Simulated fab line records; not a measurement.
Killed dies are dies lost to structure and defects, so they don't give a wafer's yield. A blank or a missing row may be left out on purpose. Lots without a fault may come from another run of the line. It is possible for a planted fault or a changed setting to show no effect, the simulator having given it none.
The same fault as seen by 2 desks	flow gf180mcu	what lay behind the numbers comes last; until then each desk has only its own

## METROLOGY DESK
What the gauges read for every lot (on any tool): the sampled wafers with a number, averaged. If a lot's mean is further than 4 standard deviations from the usual mean, the lot is out of limits and carries the mark OUT (the distance appears in the brackets).
Columns: A = cd nm at GF_V3_CD_MEAS_14, usual 260.0 nm; B = V3_W_RS at GF_V3_RS_MEAS_24, usual 0.328 ohm/sq
lot	first seen here	A	B
L963	day 21 13:07	260.0	0.334
L966	day 23 04:25	258.7	0.334
L965	day 23 06:08	259.6	0.325
L967	day 23 14:25	259.5	0.334
L969	day 24 04:16	260.4	0.325
L972	day 25 02:04	260.3	0.324
L973	day 25 05:17	260.7	0.330
L978	day 27 04:49	262.9	0.329
L979	day 27 08:55	262.3	0.328
L982	day 28 06:51	261.1	0.326
L984	day 28 18:42	259.9	0.326
L986	day 29 10:44	259.6	0.327
This desk's finding: nothing out of limits on any of the 12 lots.

## DESK OF THE TOOL OWNER: litho track-01
The tool's own readings at GF_V3_COAT_09 (resist thk 1000 nm): means of the sampled wafers that have a number, for each lot that ran on this tool. If a lot's mean is further than 4 standard deviations from the usual mean, the lot is out of limits and carries the mark OUT (the distance appears in the brackets).
Columns: A = chill plate temp C at GF_V3_COAT_09, usual 22.97 C; B = resist line temp C at GF_V3_COAT_09, usual 22.98 C
lot	first seen here	A	B
L966	day 22 15:00	23.09	22.94
L965	day 22 17:00	22.90	22.93
L972	day 24 14:00	22.96	23.01
L978	day 26 18:00	23.00	22.95
L979	day 26 23:00	22.99	22.92
This desk's finding: nothing out of limits on any of the 5 lots.

## ALL TOGETHER
Metrology desk: nothing out of limits seen.
The desk of the tool owner found nothing out of limits.

## WHAT WAS PUT IN BY THE SIMULATOR
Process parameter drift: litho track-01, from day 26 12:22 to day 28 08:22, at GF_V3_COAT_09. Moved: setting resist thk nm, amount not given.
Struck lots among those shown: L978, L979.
